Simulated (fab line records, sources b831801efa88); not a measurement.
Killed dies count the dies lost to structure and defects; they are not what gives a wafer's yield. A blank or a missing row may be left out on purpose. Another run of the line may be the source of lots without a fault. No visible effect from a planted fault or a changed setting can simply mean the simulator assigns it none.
Comparing a struck lot with a sound one + flow sfq line + 14 out of 325 route steps
Sound: these wafers, L288.2, L288.5, L288.6. Wafers struck: L297.1, L297.3, L297.6. Last of all comes the cause.
Each step with rows lists, per side, the tool, then ch with its chambers, then its first start. Under that, the readings that differ: sound wafers + struck wafers + difference of the means + sigmas: that difference in standard deviations of wafers without a fault.
alike: a reading whose means differ by less than 2 such deviations, as well as words and numbers matching on both sides. not compared: withheld readings; readings where some wafer has no value; bounds like >300 that might hide an equal value; numbers whose values overlap and for which the record gives no deviation.
A row with sigmas, a row that says differs or no value, or rows on one side alone: a step with any of these is where the two part. Numbers that have no deviation but don't overlap get no sigmas and don't part them. A reading missing from all wafers of one side parts the sides only when that side holds two or more wafers.

first, 4 steps without rows for these wafers: SFQ_TRILAYER_I5_LITHO_SOFTBAKE_148; SFQ_TRILAYER_I5_LITHO_EXPOSE_145 (exposes mask I5, target cd 700 nm); SFQ_TRILAYER_I5_LITHO_PEB_147 (peb time 60 s); SFQ_TRILAYER_I5_LITHO_DEVELOP_146 (time 60 s).
SFQ_I5_OVL_MEAS_936:
  struck on overlay-02, day 69 14:07; sound on overlay-01, day 68 05:46
  alike: I5_OVL
SFQ_TRILAYER_I5_BARC_OPEN_VIA_ETCH_200: etches BARC in O2, target depth 125 nm, time 41.7 s.
  sound on rie diel-01 ch 1,2,3, day 68 05:48; struck on rie diel-03 ch 0,2, day 69 14:09
  alike: drypump motor current A, oes product au
  not compared: rf hours counter h
SFQ_TRILAYER_I5_ETCH_VIA_ETCH_147: etches the open film in CHF3, stops on Nb, target depth 360 nm.
  sound on rie diel-01 ch 1,2,3, day 68 05:50; struck on rie diel-03 ch 0,2, day 69 14:11
  alike: drypump motor current A, oes product au
SFQ_TRILAYER_I5_STRIP_STRIP_148: strips in O2.
  sound on rie metal-01 ch 0,1, day 68 05:59; struck on rie metal-01 ch 1, day 69 14:20
  alike: drypump motor current A, oes product au
  not compared: rf hours counter h
then, 4 steps without rows for these wafers: SFQ_TRILAYER_I5_STRIP_SOLV_CLEAN_149 (cleans in NMP, time 600 s); SFQ_TRILAYER_C5_LITHO_COAT_156 (resist thk 62 nm); SFQ_TRILAYER_C5_LITHO_COAT_151 (resist thk 650 nm); SFQ_TRILAYER_C5_LITHO_SOFTBAKE_155.
SFQ_TRILAYER_C5_LITHO_EXPOSE_152: exposes mask C5, target cd 500 nm.
  struck on krf scanner-01, day 70 00:31; sound on krf scanner-01 ch 0, day 68 12:34
  no value came back on the struck wafers for exposure dose mJ cm2, focus offset nm (nm); on the sound wafers exposure dose mJ cm2 reads 21.296 21.285 21.262
  alike: mask
then, 1 step without rows for these wafers: SFQ_TRILAYER_C5_LITHO_PEB_154 (peb time 60 s).

WHERE THEY PART
Only at SFQ_TRILAYER_C5_LITHO_EXPOSE_152, within this record.

WHY: what had been put in by the simulator
Step skipped in full: krf scanner-01, at SFQ_TRILAYER_C5_LITHO_EXPOSE_152, from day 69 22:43 onward. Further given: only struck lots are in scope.
